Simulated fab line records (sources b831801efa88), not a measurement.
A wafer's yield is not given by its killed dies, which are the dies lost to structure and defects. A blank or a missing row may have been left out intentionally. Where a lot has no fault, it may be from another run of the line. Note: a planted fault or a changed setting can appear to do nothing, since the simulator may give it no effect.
fab line records	flow gf180mcu
record: lots: 6	wafers: 18	last_day: 34
route steps=602 shown M1@327 V1@335 M2@362 PASSIVATION@602
lots that met no fault: from a run of the same line without faults
start_h: hours from the record's first day to the start of the lot's first wafer shown	wait_h: hours elapsed since this lot's preceding step	" unchanged from the row above	L1.1+2: one row covering several wafers at once	- no value present, or no start provided	* or withheld: withheld	< > ~ a bound
route shown NAME@n: a module of which the file shows steps, and the number in the route of the first	usual: mean/standard deviation of fault-free wafers	same: alike in all rows	chamber/n: place in a boat	sites: the reading at each site	_std_site: how widely they spread, as a standard deviation	_edge_site: mean of outer sites minus mean of inner sites	radius_mm: how far each site lies from the wafer's centre	mask NAME#n: copy n	behind: tool/chamber where the wafer was last shaped	hold: the reason the lot was held/the length of the hold in hours/how it ended	device: the transistor (n, p or np) that didn't switch	end of line: the tests these same wafers got at the end of their route	a step without rows: its recipe alone	killed: dies that structure and defects cost at the first sort, which is not the same as the wafer's yield	map: shows each die of a wafer: x if killed, . if not, _ if none is there
set.NAME: the setting that was run; set.NAME@STEP: the one run at that earlier step	model.NAME: the simulator's own value behind a step, which no gauge read
lots seen at some steps along the route; tables by step, rows by wafer
services: from which hour (start_h, from the record's first day; less than 0 if before it) a tool's chamber was out of use, for how many hours, and why
== steps ==
step: GF_M1_PEB_12
recipe: peb_temp_c: 135	peb_time_s: 90	resist: KrF
step: GF_M1_DEVELOP_13
recipe: develop_time_s: 60	dev_temp_c: 21
step: GF_M1_CD_MEAS_14
recipe: target_cd_nm: 230
usual: cd_nm: 230.1/1.2
lot.wafer	tool	chamber	start_h	wait_h	cd_nm
L586.3	cd_sem-02	-	400.62	0.1	231.9
L586.4	"	-	"	"	231.2
L586.6	"	-	"	"	231.7
L599.4	cd_sem-01	-	514.23	0.1	229.8
L599.5	"	-	"	"	229.9
L599.6	"	-	"	"	230.0
L600.3	cd_sem-02	-	521.42	0.1	232.1
L600.4	"	-	"	"	231.2
L600.5	"	-	"	"	231.4
L601.2	cd_sem-02	-	526.24	0.1	231.1
L601.4	"	-	"	"	232.0
L601.5	"	-	"	"	230.9
L602.3	cd_sem-02	-	533.72	0.1	228.6
L602.4	"	-	"	"	229.7
L602.6	"	-	"	"	230.1
L608.3	cd_sem-01	-	589.42	0.1	231.1
L608.5	"	-	"	"	230.4
L608.6	"	-	"	"	231.7
step: GF_M1_OVL_MEAS_15
usual: M1_OVL: -1/5.4
lot.wafer	tool	chamber	start_h	wait_h	M1_OVL[nm]
L586.3	overlay-01	-	400.71	0.1	2
L586.4	"	-	"	"	-12
L586.6	"	-	"	"	-5
L599.4	overlay-01	-	514.31	0.1	0
L599.5	"	-	"	"	5
L599.6	"	-	"	"	-2
L600.3	overlay-01	-	521.51	0.1	-10
L600.4	"	-	"	"	-3
L600.5	"	-	"	"	-8
L601.2	overlay-01	-	526.34	0.1	-7
L601.4	"	-	"	"	-1
L601.5	"	-	"	"	2
L602.3	overlay-01	-	533.81	0.1	4
L602.4	"	-	"	"	1
L602.6	"	-	"	"	2
L608.3	overlay-02	-	589.51	0.1	6
L608.5	"	-	"	"	-3
L608.6	"	-	"	"	-2
step: GF_M1_METAL_ETCH_16
recipe: chemistry: Cl2/BCl3	mask_material: KrF	target_depth_nm: 627.5	stop_on: SiO2	pressure_mtorr: 8	icp_w: 800	bias_w: 140	Cl2_flow_sccm: 80	bcl3_flow_sccm: 40	time_s: 104.6
usual: drypump_motor_current_A: 5.9/0.38	he_backside_leak_sccm: 3.39/0.25	oes_product_au: 0.970/0.0063	throttle_valve_pct: 28.251/0.01
lot.wafer	tool	chamber	start_h	wait_h	drypump_motor_current_A	he_backside_leak_sccm	oes_product_au	rf_hours_counter_h	throttle_valve_pct
L586.3	rie_metal-03	1	400.77	0.1	5.5	3.17	0.953	-	28.253
L586.4	"	0	"	"	5.0	2.89	0.972	-	28.262
L586.6	"	1	"	"	5.5	3.10	0.963	-	28.253
L599.4	rie_metal-04	0	514.44	0.1	6.2	3.36	0.974	-	28.251
L599.5	"	0	"	"	6.2	3.63	0.969	-	28.242
L599.6	"	0	"	"	6.2	3.46	0.977	-	28.242
L600.3	rie_metal-04	0	521.61	0.1	6.2	3.26	0.978	-	28.237
L600.4	"	0	"	"	6.2	3.34	0.976	-	28.236
L600.5	"	0	"	"	6.2	3.44	0.979	-	28.250
L601.2	rie_metal-01	1	526.37	0.0	6.1	2.98	0.968	1	28.266
L601.4	"	0	"	"	6.2	3.66	0.970	-	28.247
L601.5	"	1	"	"	6.1	3.03	0.973	-	28.253
L602.3	rie_metal-03	0	533.87	0.1	5.0	3.37	0.976	-	28.250
L602.4	"	1	"	"	5.5	3.18	0.972	-	28.247
L602.6	"	0	"	"	5.0	3.17	0.967	-	28.262
L608.3	rie_metal-01	1	589.57	0.1	6.1	3.11	0.958	-	28.267
L608.5	"	0	"	"	6.2	3.63	0.966	-	28.270
L608.6	"	1	"	"	6.1	2.96	0.973	-	28.247
step: GF_M1_STRIP_17
recipe: chemistry: O2/N2	power_w: 1400	pressure_mtorr: 1500	platen_temp_c: 250	o2_flow_sccm: 3000	n2_flow_sccm: 300	overash_fraction: 0.5
step: GF_M1_STRIP_18
recipe: chemistry: post_etch_residue_remover	time_s: 1200	temp_c: 72.5
step: GF_M1_CLEAN_19
recipe: chemistry: DIW	dry: n2_spin
step: GF_V1_CVD_00
recipe: material: SiO2	target_thk_nm: 600	sigma_open_frac: 0.3	temp_c: 400	time_s: 100	sih4_flow_sccm: 60	pressure_mtorr: 6
step: GF_V1_THK_MEAS_01
recipe: reads: SiO2_of_V1_CVD_00
usual: V1_CVD_00_THK: 601/5.5
lot.wafer	tool	chamber	start_h	wait_h	V1_CVD_00_THK[nm]
L586.3	film_metro-01	-	401.47	0.1	597
L586.4	"	-	"	"	601
L586.6	"	-	"	"	603
L599.4	film_metro-01	-	515.18	0.0	594
L599.5	"	-	"	"	599
L599.6	"	-	"	"	599
L600.3	film_metro-02	-	522.40	0.1	597
L600.4	"	-	"	"	606
L600.5	"	-	"	"	612
L601.2	film_metro-01	-	527.11	0.0	596
L601.4	"	-	"	"	590
L601.5	"	-	"	"	600
L602.3	film_metro-04	-	534.92	0.1	602
L602.4	"	-	"	"	602
L602.6	"	-	"	"	597
L608.3	film_metro-02	-	590.27	0.1	595
L608.5	"	-	"	"	594
L608.6	"	-	"	"	593
step: GF_V1_CVD_02
recipe: material: SiO2	target_thk_nm: 850	precursor: TEOS	temp_c: 400	time_s: 94.851	rf_w: 600
usual: heater_power_w: 654/98
lot.wafer	tool	chamber	start_h	wait_h	heater_power_w
L586.3	pecvd-03	0	401.51	0.0	751
L586.4	"	2	"	"	668
L586.6	"	1	"	"	714
L599.4	pecvd-03	2	515.25	0.1	699
L599.5	"	0	"	"	667
L599.6	"	1	"	"	594
L600.3	pecvd-03	1	522.44	0.0	737
L600.4	"	2	"	"	619
L600.5	"	1	"	"	755
L601.2	pecvd-01	1	527.16	0.0	582
L601.4	"	1	"	"	580
L601.5	"	0	"	"	620
L602.3	pecvd-02	2	534.96	0.0	583
L602.4	"	1	"	"	638
L602.6	"	0	"	"	601
L608.3	pecvd-03	2	590.31	0.0	552
L608.5	"	2	"	"	616
L608.6	"	1	"	"	593
step: GF_V1_THK_MEAS_03
recipe: reads: SiO2_of_V1_CVD_02
usual: V1_CVD_02_THK: 847/10
lot.wafer	tool	chamber	start_h	wait_h	V1_CVD_02_THK[nm]
L586.3	film_metro-01	-	401.60	0.1	841
L586.4	"	-	"	"	853
L586.6	"	-	"	"	846
L599.4	film_metro-01	-	515.31	0.0	849
L599.5	"	-	"	"	834
L599.6	"	-	"	"	837
L600.3	film_metro-04	-	522.53	0.1	837
L600.4	"	-	"	"	852
L600.5	"	-	"	"	844
L601.2	film_metro-02	-	527.24	0.0	829
L601.4	"	-	"	"	860
L601.5	"	-	"	"	853
L602.3	film_metro-01	-	535.05	0.1	851
L602.4	"	-	"	"	850
L602.6	"	-	"	"	851
L608.3	film_metro-01	-	590.40	0.1	825
L608.5	"	-	"	"	843
L608.6	"	-	"	"	839
step: GF_V1_CMP_04
recipe: material: SiO2	down_force_psi: 4	platen_rpm: 60	pad_velocity_m_s: 0.94248
usual: motor_current_A: 12.1/0.97	platen_rpm: 60.00/0.038	time_to_endpoint_s: 79/5
lot.wafer	tool	chamber	start_h	wait_h	motor_current_A	platen_rpm	time_to_endpoint_s	model.SiO2_of_V1_CVD_02.thk_nm
L586.4	cmp-01	1	401.64	0.0	12.4	60.06	79	631.9
L586.3	"	2	"	"	12.5	59.99	71	631.6
L586.6	"	2	"	"	12.4	59.96	75	630.7
L599.4	cmp-02	0	515.44	0.1	10.6	60.02	79	633.5
L599.6	"	2	"	"	11.8	60.00	74	633.7
L599.5	"	3	"	"	12.8	59.99	75	633
L600.3	cmp-01	3	522.67	0.1	12.6	60.00	73	633.1
L600.4	"	0	"	"	14.0	60.00	25	791.1
L600.5	"	1	"	"	12.6	60.00	76	632.5
L601.4	cmp-01	0	527.34	0.1	13.5	60.05	27	791.8
L601.2	"	2	"	"	12.1	60.03	72	633
L601.5	"	0	"	"	13.8	60.00	23	791.3
L602.3	cmp-02	0	535.09	0.0	11.3	59.99	83	633
L602.4	"	2	"	"	11.5	60.08	82	633.5
L602.6	"	1	"	"	11.2	60.01	81	633.8
L608.3	cmp-01	0	590.49	0.1	12.5	59.98	76	632.7
L608.5	"	3	"	"	12.2	60.02	78	632.6
L608.6	"	0	"	"	12.8	59.99	78	633.2
step: GF_V1_BOW_MEAS_05
recipe: mode: bow
usual: V1_BOW: 81/7.5
lot.wafer	tool	chamber	start_h	wait_h	V1_BOW[um]
L586.3	film_metro-02	-	401.98	0.2	85
L586.4	"	-	"	"	86
L586.6	"	-	"	"	86
L599.4	film_metro-02	-	515.70	0.2	74
L599.5	"	-	"	"	74
L599.6	"	-	"	"	99
L600.3	film_metro-04	-	522.91	0.2	96
L600.4	"	-	"	"	99
L600.5	"	-	"	"	78
L601.2	film_metro-04	-	527.61	0.1	79
L601.4	"	-	"	"	90
L601.5	"	-	"	"	85
L602.3	film_metro-01	-	535.43	0.3	85
L602.4	"	-	"	"	75
L602.6	"	-	"	"	86
L608.3	film_metro-02	-	590.78	0.2	62
L608.5	"	-	"	"	80
L608.6	"	-	"	"	83
step: GF_V1_DEHYDRATE_06
recipe: temp_c: 200	time_s: 60
step: GF_V1_HMDS_07
recipe: prime_time_s: 60	prime_temp_c: 120
step: GF_V1_COAT_08
recipe: resist: BARC	temp_c: withheld	time_s: withheld	spin_rpm: withheld	resist_thk_nm: withheld
step: GF_V1_COAT_09
recipe: resist: KrF	spin_rpm: withheld	resist_thk_nm: 1000
step: GF_V1_SOFTBAKE_10
recipe: temp_c: 130	time_s: 60	resist: KrF
step: GF_V1_EXPOSE_11
recipe: mask_id: Via1	target_cd_nm: 260	na: 0.68	source_shape: conventional	sigma_outer: 0.6	dose_mj: 38
step: GF_V1_PEB_12
recipe: peb_temp_c: 135	peb_time_s: 90	resist: KrF
step: GF_V1_DEVELOP_13
recipe: develop_time_s: 60	resist: KrF	dev_temp_c: 21
step: GF_V1_CD_MEAS_14
recipe: target_cd_nm: 260
usual: cd_nm: 259.7/1.2
lot.wafer	tool	chamber	start_h	wait_h	cd_nm
L586.3	cd_sem-01	-	426.05	0.1	259.8
L586.4	"	-	"	"	259.7
L586.6	"	-	"	"	260.3
L599.4	cd_sem-01	-	538.37	0.1	261.9
L599.5	"	-	"	"	260.1
L599.6	"	-	"	"	260.4
L600.3	cd_sem-02	-	545.12	0.1	259.7
L600.4	"	-	"	"	258.4
L600.5	"	-	"	"	259.3
L601.2	cd_sem-02	-	549.30	0.1	262.8
L601.4	"	-	"	"	261.6
L601.5	"	-	"	"	261.6
L602.3	cd_sem-02	-	557.97	0.2	258.7
L602.4	"	-	"	"	259.4
L602.6	"	-	"	"	258.0
L608.3	cd_sem-01	-	611.87	0.1	259.8
L608.5	"	-	"	"	259.3
L608.6	"	-	"	"	258.0
step: GF_V1_OVL_MEAS_15
usual: V1_OVL: 2/5
lot.wafer	tool	chamber	start_h	wait_h	V1_OVL[nm]
L586.3	overlay-02	-	426.15	0.1	4
L586.4	"	-	"	"	-1
L586.6	"	-	"	"	-4
L599.4	overlay-02	-	538.45	0.1	2
L599.5	"	-	"	"	5
L599.6	"	-	"	"	6
L600.3	overlay-01	-	545.21	0.1	4
L600.4	"	-	"	"	5
L600.5	"	-	"	"	11
L601.2	overlay-02	-	549.41	0.1	-1
L601.4	"	-	"	"	-4
L601.5	"	-	"	"	6
L602.3	overlay-01	-	558.06	0.1	-3
L602.4	"	-	"	"	7
L602.6	"	-	"	"	6
L608.3	overlay-01	-	611.96	0.1	3
L608.5	"	-	"	"	-6
L608.6	"	-	"	"	-2
step: GF_V1_ETCH_16
recipe: chemistry: N2/H2	target_depth_a: withheld	overetch_a: withheld	time_s: withheld	target: BARC	ion_energy_ev: 200	source_w: 500	bias_w: 100	pressure_mtorr: 30	n2_flow_sccm: 100	h2_flow_sccm: 200
step: GF_V1_ETCH_17
recipe: chemistry: C4F8/O2/Ar	mask_material: KrF	target: SiO2	stop_on: TiN	source_w: 1500	bias_w: 1200	pressure_mtorr: 40	c4f8_flow_sccm: withheld	O2_flow_sccm: 6	Ar_flow_sccm: 300	time_s: withheld	target_depth_a: 6300
usual: oes_product_au: 0.856/0.0047
lot.wafer	tool	chamber	start_h	wait_h	oes_product_au	model.V1.feature_depth_nm	model.etch.depth_nm
L586.3	rie_diel-04	1	-	-	0.862	631.6	631.6
L586.4	"	0	"	"	0.857	631.9	631.9
L586.6	"	3	"	"	0.857	630.7	630.7
L599.4	rie_diel-02	2	-	-	0.856	633.5	633.5
L599.5	"	1	"	"	0.852	633	633
L599.6	"	2	"	"	0.869	633.7	633.7
L600.3	rie_diel-04	3	-	-	0.855	633.1	633.1
L600.4	"	2	"	"	0.976	791.1	791.1
L600.5	"	3	"	"	0.868	632.5	632.5
L601.2	rie_diel-01	1	-	-	0.853	633	633
L601.4	"	0	"	"	0.962	791.8	791.8
L601.5	"	3	"	"	0.976	791.3	791.3
L602.3	rie_diel-02	0	-	-	0.859	633	633
L602.4	"	1	"	"	0.861	633.5	633.5
L602.6	"	0	"	"	0.856	633.8	633.8
L608.3	rie_diel-02	0	-	-	0.854	632.7	632.7
L608.5	"	1	"	"	0.853	632.6	632.6
L608.6	"	2	"	"	0.858	633.2	633.2
step: GF_V1_STRIP_18
recipe: chemistry: O2/N2	power_w: 1400	pressure_mtorr: 1500	platen_temp_c: 250	o2_flow_sccm: 3000	n2_flow_sccm: 300	overash_fraction: 0.5
step: GF_V1_STRIP_19
recipe: chemistry: post_etch_residue_remover	time_s: 1200	temp_c: 72.5
step: GF_V1_CLEAN_20
recipe: chemistry: DIW	dry: n2_spin
step: GF_V1_SPUTTER_21
recipe: material: Ti	target_thk_nm: 15	chamber_pressure_pa: 5	power_w: 2500	substrate_temp_c: 200	time_s: 80.02
usual: throttle_valve_pct: 30.3/0.72
lot.wafer	tool	chamber	start_h	wait_h	throttle_valve_pct
L586.3	pvd_sputter-02	-	426.83	0.0	29.8
L586.4	"	-	"	"	30.0
L586.6	"	-	"	"	29.7
L599.4	pvd_sputter-01	-	539.54	0.0	30.4
L599.5	"	-	"	"	30.9
L599.6	"	-	"	"	30.1
L600.3	pvd_sputter-03	-	545.99	0.0	30.2
L600.4	"	-	"	"	30.9
L600.5	"	-	"	"	29.9
L601.2	pvd_sputter-03	-	550.44	0.0	30.8
L601.4	"	-	"	"	29.4
L601.5	"	-	"	"	30.4
L602.3	pvd_sputter-02	-	558.75	0.0	29.7
L602.4	"	-	"	"	29.7
L602.6	"	-	"	"	29.9
L608.3	pvd_sputter-01	-	612.66	0.0	30.6
L608.5	"	-	"	"	30.4
L608.6	"	-	"	"	30.2
step: GF_V1_SPUTTER_22
recipe: material: TiN	target_thk_nm: 10	chamber_pressure_pa: 5	power_w: 4000	time_s: 40
step: GF_V1_CVD_23
recipe: material: W	target_thk_nm: 350	time_s: 105.05	temp_c: 400	pressure_torr: 40
usual: heater_power_w: 925/120
lot.wafer	tool	chamber	start_h	wait_h	heater_power_w
L586.3	cvd_w-02	1	426.97	0.1	1092
L586.4	"	0	"	"	976
L586.6	"	1	"	"	1059
L599.4	cvd_w-02	0	539.68	0.1	959
L599.5	"	0	"	"	974
L599.6	"	1	"	"	1073
L600.3	cvd_w-01	0	546.17	0.1	844
L600.4	"	0	"	"	826
L600.5	"	0	"	"	845
L601.2	cvd_w-01	1	550.54	0.0	774
L601.4	"	0	"	"	843
L601.5	"	0	"	"	834
L602.3	cvd_w-01	0	558.89	0.1	843
L602.4	"	1	"	"	766
L602.6	"	0	"	"	858
L608.3	cvd_w-01	1	612.79	0.1	776
L608.5	"	0	"	"	857
L608.6	"	1	"	"	761
step: GF_V1_RS_MEAS_24
recipe: thk_meas_gauge: four-point-probe	reads: W_of_V1_CVD_23+TiN_of_V1_SPUTTER_22+Ti_of_V1_SPUTTER_21
usual: V1_W_RS: 0.328/0.0033
lot.wafer	tool	chamber	start_h	wait_h	V1_W_RS[ohm/sq]
L586.3	film_metro-04	-	427.08	0.1	0.326
L586.4	"	-	"	"	0.326
L586.6	"	-	"	"	0.326
L599.4	film_metro-02	-	539.81	0.1	0.329
L599.5	"	-	"	"	0.329
L599.6	"	-	"	"	0.325
L600.3	film_metro-04	-	546.36	0.2	0.333
L600.4	"	-	"	"	0.330
L600.5	"	-	"	"	0.333
L601.2	film_metro-02	-	550.67	0.1	0.325
L601.4	"	-	"	"	0.330
L601.5	"	-	"	"	0.323
L602.3	film_metro-04	-	559.00	0.1	0.328
L602.4	"	-	"	"	0.328
L602.6	"	-	"	"	0.327
L608.3	film_metro-02	-	612.91	0.1	0.329
L608.5	"	-	"	"	0.332
L608.6	"	-	"	"	0.328
step: GF_V1_THK_MEAS_25
recipe: thk_meas_gauge: xrf	reads: W_of_V1_CVD_23
usual: V1_W_THK: 351/4.4
lot.wafer	tool	chamber	start_h	wait_h	V1_W_THK[nm]
L586.3	film_metro-04	-	427.18	0.1	355
L586.4	"	-	"	"	352
L586.6	"	-	"	"	353
L599.4	film_metro-02	-	539.90	0.1	352
L599.5	"	-	"	"	349
L599.6	"	-	"	"	358
L600.3	film_metro-04	-	546.46	0.1	344
L600.4	"	-	"	"	346
L600.5	"	-	"	"	341
L601.2	film_metro-02	-	550.78	0.1	357
L601.4	"	-	"	"	350
L601.5	"	-	"	"	357
L602.3	film_metro-04	-	559.10	0.1	349
L602.4	"	-	"	"	346
L602.6	"	-	"	"	347
L608.3	film_metro-02	-	613.01	0.1	350
L608.5	"	-	"	"	348
L608.6	"	-	"	"	350
step: GF_V1_CMP_26
recipe: stop_on: SiO2	down_force_psi: 3.5	platen_rpm: 60	t_overpolish_s: 15	target_thk_nm: 0	pad_velocity_m_s: 0.94248
usual: motor_current_A: 11.0/0.89	platen_rpm: 60.00/0.036
lot.wafer	tool	chamber	start_h	wait_h	motor_current_A	platen_rpm	model.SiO2_of_V1_CVD_02.thk_nm
L586.4	cmp-02	2	427.22	0.0	10.8	60.01	628.1
L586.3	"	3	"	"	11.4	59.99	627.8
L586.6	"	2	"	"	11.3	60.01	626.9
L599.4	cmp-01	0	540.23	0.3	12.2	60.09	629.7
L599.6	"	0	"	"	12.6	59.91	630
L599.5	"	1	"	"	11.4	59.98	629.2
L600.3	cmp-01	2	546.50	0.0	11.6	59.98	629.3
L600.4	"	1	"	"	11.4	60.00	787.3
L600.5	"	2	"	"	11.2	59.97	628.8
L601.4	cmp-02	0	550.83	0.0	9.9	60.02	788
L601.2	"	3	"	"	11.1	60.02	629.2
L601.5	"	1	"	"	10.0	60.05	787.5
L602.4	cmp-01	3	559.14	0.0	11.7	60.08	629.7
L602.3	"	0	"	"	12.3	60.05	629.2
L602.6	"	3	"	"	11.9	60.01	630.1
L608.3	cmp-02	2	613.10	0.1	10.6	60.02	628.9
L608.6	"	1	"	"	9.4	59.99	629.4
L608.5	"	2	"	"	10.8	59.97	628.8
step: GF_M2_SPUTTER_00
recipe: material: Ti	target_thk_nm: 37.5	arriving_ion_energy_ev: 80	substrate_temp_c: 200	chamber_pressure_pa: 2	power_w: 4000	time_s: 150
usual: throttle_valve_pct: 30.4/1.4
lot.wafer	tool	chamber	start_h	wait_h	throttle_valve_pct
L586.3	pvd_sputter-03	-	427.52	0.2	30.9
L586.4	"	-	"	"	29.6
L586.6	"	-	"	"	29.6
L599.4	pvd_sputter-03	-	540.53	0.2	29.8
L599.5	"	-	"	"	30.9
L599.6	"	-	"	"	29.7
L600.3	pvd_sputter-03	-	546.80	0.2	30.9
L600.4	"	-	"	"	30.3
L600.5	"	-	"	"	29.8
L601.2	pvd_sputter-04	-	551.13	0.1	29.6
L601.4	"	-	"	"	32.3
L601.5	"	-	"	"	32.1
L602.3	pvd_sputter-03	-	559.44	0.2	30.9
L602.4	"	-	"	"	29.5
L602.6	"	-	"	"	30.3
L608.3	pvd_sputter-04	-	613.35	0.2	32.3
L608.5	"	-	"	"	32.7
L608.6	"	-	"	"	32.0
step: GF_PASSIVATION_PROBE_99
lot.wafer	tool	chamber	start_h	wait_h	model.etest.via1_chain.rc_ohm	model.etest.met2_comb.leak_log10_a_um
L586.3	prober-02	-	685.73	0.2	6.559	-12.02
L586.4	prober-02	-	685.78	0.2	6.512	-11.87
L586.6	prober-02	-	685.88	0.2	6.495	-11.98
L599.4	prober-01	-	771.68	0.2	6.364	-12.1
L599.5	prober-01	-	771.73	0.2	6.201	-12.07
L599.6	prober-01	-	771.78	0.2	6.447	-12.13
L600.3	prober-02	-	776.98	0.2	6.398	-11.97
L600.4	prober-02	-	777.03	0.2	8.152	-11.4
L600.5	prober-02	-	777.08	0.2	6.75	-12.02
L601.2	prober-01	-	778.62	0.1	6.251	-12.03
L601.4	prober-01	-	778.72	0.2	7.697	-11.8
L601.5	prober-01	-	778.77	0.2	10.32	-11.53
L602.3	prober-02	-	785.22	0.2	6.612	-12.07
L602.4	prober-02	-	785.27	0.2	6.489	-11.95
L602.6	prober-02	-	785.37	0.2	6.202	-12.1
L608.3	prober-01	-	823.77	0.2	6.545	-12.04
L608.5	prober-01	-	823.87	0.2	6.512	-12.06
L608.6	prober-01	-	823.92	0.2	6.884	-11.85
killed by level:class
L586.3 V5:geometric_particle:open=6 CONTACT:geometric_particle:open=4 V2:geometric_particle:open=4 V3:geometric_particle:short=4 V4:geometric_particle:open=4 STI:geometric_particle:open=3 V3:geometric_particle:open=3 STI:geometric_particle:short=2
L586.4 V3:geometric_particle:short=4 M4:geometric_particle:short=4 V5:geometric_particle:open=4 V4:geometric_particle:open=3 V1:geometric_particle:open=3 V2:geometric_particle:short=3 V2:geometric_particle:open=3 V3:geometric_particle:open=3
L586.6 STI:geometric_particle:short=5 M3:geometric_particle:short=5 CONTACT:geometric_particle:open=4 V4:geometric_particle:open=4 STI:geometric_particle:open=3 V1:geometric_particle:open=3 V2:geometric_particle:short=3 V5:geometric_particle:open=3
L599.4 V3:geometric_particle:open=6 V1:geometric_particle:open=5 V4:geometric_particle:short=5 CONTACT:geometric_particle:open=4 V4:geometric_particle:open=3 CONTACT:geometric_particle:short=2 V3:geometric_particle:short=2 V5:geometric_particle:short=2
L599.5 CONTACT:geometric_particle:short=5 CONTACT:geometric_particle:open=5 V3:geometric_particle:open=5 V5:geometric_particle:open=5 V2:geometric_particle:open=4 V4:geometric_particle:open=4 STI:geometric_particle:open=2 STI:geometric_particle:short=2
L599.6 V2:geometric_particle:short=6 CONTACT:geometric_particle:open=4 M5:geometric_particle:short=4 STI:geometric_particle:open=3 POLY_GATE:geometric_particle:open=3 V1:geometric_particle:short=3 V1:geometric_particle:open=3 V2:geometric_particle:open=3
L602.3 CONTACT:geometric_particle:open=4 V4:geometric_particle:open=4 STI:geometric_particle:open=3 V1:geometric_particle:open=3 V2:geometric_particle:short=3 V3:geometric_particle:short=2 STI:geometric_particle:short=2 V3:geometric_particle:open=2
L602.4 M1:geometric_particle:short=8 CONTACT:geometric_particle:open=5 V3:geometric_particle:open=5 V5:geometric_particle:open=5 V4:geometric_particle:short=4 STI:geometric_particle:open=3 V1:geometric_particle:open=3 V2:geometric_particle:open=3
L602.6 CONTACT:geometric_particle:open=8 V4:geometric_particle:open=7 V2:geometric_particle:open=5 V3:geometric_particle:open=5 V5:geometric_particle:open=5 V4:geometric_particle:short=4 STI:geometric_particle:short=3 STI:geometric_particle:open=3
L608.3 V1:geometric_particle:open=5 V3:geometric_particle:open=5 CONTACT:geometric_particle:open=3 M3:geometric_particle:short=3 V3:geometric_particle:short=3 V5:geometric_particle:open=3 POLY_GATE:geometric_particle:short=2 CONTACT:geometric_particle:short=2
L608.5 STI:geometric_particle:short=5 V2:geometric_particle:open=5 V3:geometric_particle:open=5 V1:geometric_particle:open=4 V2:geometric_particle:short=4 M2:geometric_particle:short=3 V3:geometric_particle:short=3 V4:geometric_particle:short=3
L608.6 V2:geometric_particle:open=8 V1:geometric_particle:open=7 V3:geometric_particle:open=7 STI:geometric_particle:open=5 CONTACT:geometric_particle:open=4 V3:geometric_particle:short=4 V4:geometric_particle:short=4 POLY_GATE:geometric_particle:short=3
== services ==
tool	chamber	start_h	hours	kind
cvd_w-01	-	390.00	14.0	pm
cmp-01	-	404.00	4.0	pm
pvd_sputter-03	-	412.81	4.5	repair
pecvd-03	-	428.45	1.1	repair
cmp-02	-	428.80	0.4	repair
pecvd-03	2	446.50	2.3	repair
rie_diel-02	-	454.93	0.7	repair
pvd_sputter-03	-	455.78	3.9	repair
cmp-02	-	458.44	3.1	repair
pvd_sputter-03	-	494.54	2.9	repair
cmp-01	-	515.96	1.5	repair
pecvd-03	-	518.53	1.2	repair
pvd_sputter-03	-	534.30	2.5	repair
cmp-02	-	537.78	8.8	pm
cvd_w-01	1	544.71	4.8	repair
pecvd-03	1	561.80	10.0	repair
cmp-02	-	572.00	4.0	pm
cmp-01	-	576.18	1.5	repair
cmp-02	-	584.04	7.7	pm
pecvd-03	-	591.12	14.0	pm
cmp-01	-	591.76	8.7	pm
pecvd-03	-	593.03	0.5	repair
cmp-01	-	606.41	5.8	repair
pecvd-03	0	613.09	153.3	repair
== key ==
first_sign: step: GF_V1_CMP_04	reading: time_to_endpoint_s	direction: down	sigmas: 11	usual: *	struck: *
effect: step: GF_V1_ETCH_17	reading: oes_product_au	direction: up	sigmas: 25	usual: 0.856	struck: 0.971
model_effect: step: GF_V1_CMP_04	value: SiO2_of_V1_CVD_02.thk_nm	without: 633.3	struck: 791.4
model_effect: step: GF_V1_ETCH_17	value: V1.feature_depth_nm	without: 633.3	struck: 791.4
model_effect: step: GF_V1_CMP_26	value: SiO2_of_V1_CVD_02.thk_nm	without: 629.5	struck: 787.6
model_effect: step: GF_PASSIVATION_PROBE_99	value: etest.via1_chain.rc_ohm	without: 6.24	struck: 8.725
met_at GF_V1_CMP_04
struck_wafers L600.4,L601.4,L601.5
sort_left_out L600.4,L601.4,L601.5
fault: kind: process_parameter_drift	tool: cmp-01	chamber: 0	onset_h: 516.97	steps: GF_V1_CMP_04	channel: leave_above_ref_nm	offset: 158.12	shape: step	end_h: 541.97	acts_in: these_recipes_only	stated: 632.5
sort_left_out: the simulated sort isn't trusted on such a fault, so these wafers' sort isn't shown, and their yield isn't known
